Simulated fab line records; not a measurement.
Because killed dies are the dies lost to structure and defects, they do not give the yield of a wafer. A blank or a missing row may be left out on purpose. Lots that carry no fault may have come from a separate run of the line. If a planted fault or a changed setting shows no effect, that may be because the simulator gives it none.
Matching of chambers | flow sky130 | 4 sister chambers for SKY_VIA3_CMP_24 on cmp-01
The step polishes, stops on SiO2, t overpolish 20 s, target thk 0 nm. 14 wafers are shown with their chamber, then 7 later ones without.

== EACH WAFER AND ITS CHAMBER ==
wafer  | chamber | motor_current_A (A) | time_to_endpoint_s (s) | overpolish_run_s (s)
L972.2 | 1       | 11.4                | 94                     | 19.995
L972.3 | 2       | 12.0                | 92                     | 19.998
L972.5 | 2       | 11.7                | 94                     | 19.996
L974.1 | 0       | 9.5                 | 96                     | 20.013
L974.2 | 3       | 11.8                | 99                     | 19.992
L974.6 | 2       | 11.0                | 88                     | 19.988
L975.2 | 1       | 11.6                | 92                     | 20.006
L975.3 | 0       | 9.0                 | 90                     | 20.002
L975.5 | 1       | 11.9                | 93                     | 20.004
L981.2 | 1       | 11.3                | 92                     | 20.006
L981.5 | 2       | 10.8                | 89                     | 20.001
L981.6 | 3       | 11.9                | 98                     | 20.006
L983.1 | 1       | 11.4                | 93                     | 19.991
L983.2 | 3       | 11.9                | 101                    | 20.009

SIGNATURES (averages over the wafers above)
reading            | chamber 0 | chamber 1 | chamber 2 | chamber 3 | scatter within a chamber
motor_current_A    | 9.250     | 11.520    | 11.375    | 11.867    | 0.364
time_to_endpoint_s | 93.00     | 92.80     | 90.75     | 99.33     | 2.2
overpolish_run_s   | 20.00750  | 20.00040  | 19.99575  | 20.00233  | 0.00715
Rule: distance of a wafer from a chamber = root of the sum over the readings of ((wafer's reading minus chamber's mean) / reading's scatter) squared. The wafer belongs to the nearest chamber; if the next one is less than 2 further off, it can't be placed. The scatter is the square root of a quotient: the sum, over the shown wafers, of each reading's squared deviation from its chamber's mean, divided by wafers minus chambers.

== WAFERS WHOSE CHAMBER IS MISSING ==
wafer  | motor_current_A (A) | time_to_endpoint_s (s) | overpolish_run_s (s)
L983.4 | 12.1                | 91                     | 19.999
L985.2 | 11.3                | 96                     | 20.001
L985.3 | 12.4                | 95                     | 19.992
L985.5 | 11.6                | 94                     | 20.005
L991.2 | 11.8                | 100                    | 20.002
L991.4 | 11.5                | 89                     | 20.017
L991.6 | 11.4                | 93                     | 19.994

== WHICH CHAMBER EACH WENT THROUGH ==
wafer  | from the rows above          | in truth
L983.4 | can't be placed: 1 or 2      | 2
L985.2 | can't be placed: 1 or 3 or 2 | 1
L985.3 | can't be placed: 3 or 1 or 2 | 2
L985.5 | can't be placed: 1 or 2 or 3 | 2
L991.2 | 3                            | 3
L991.4 | can't be placed: 1 or 2      | 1
L991.6 | can't be placed: 1 or 2      | 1
Placed correctly: 1 of 7. Can't be placed from these rows: 6 (the true chamber is among the candidates in 6). Number placed wrongly: 0.
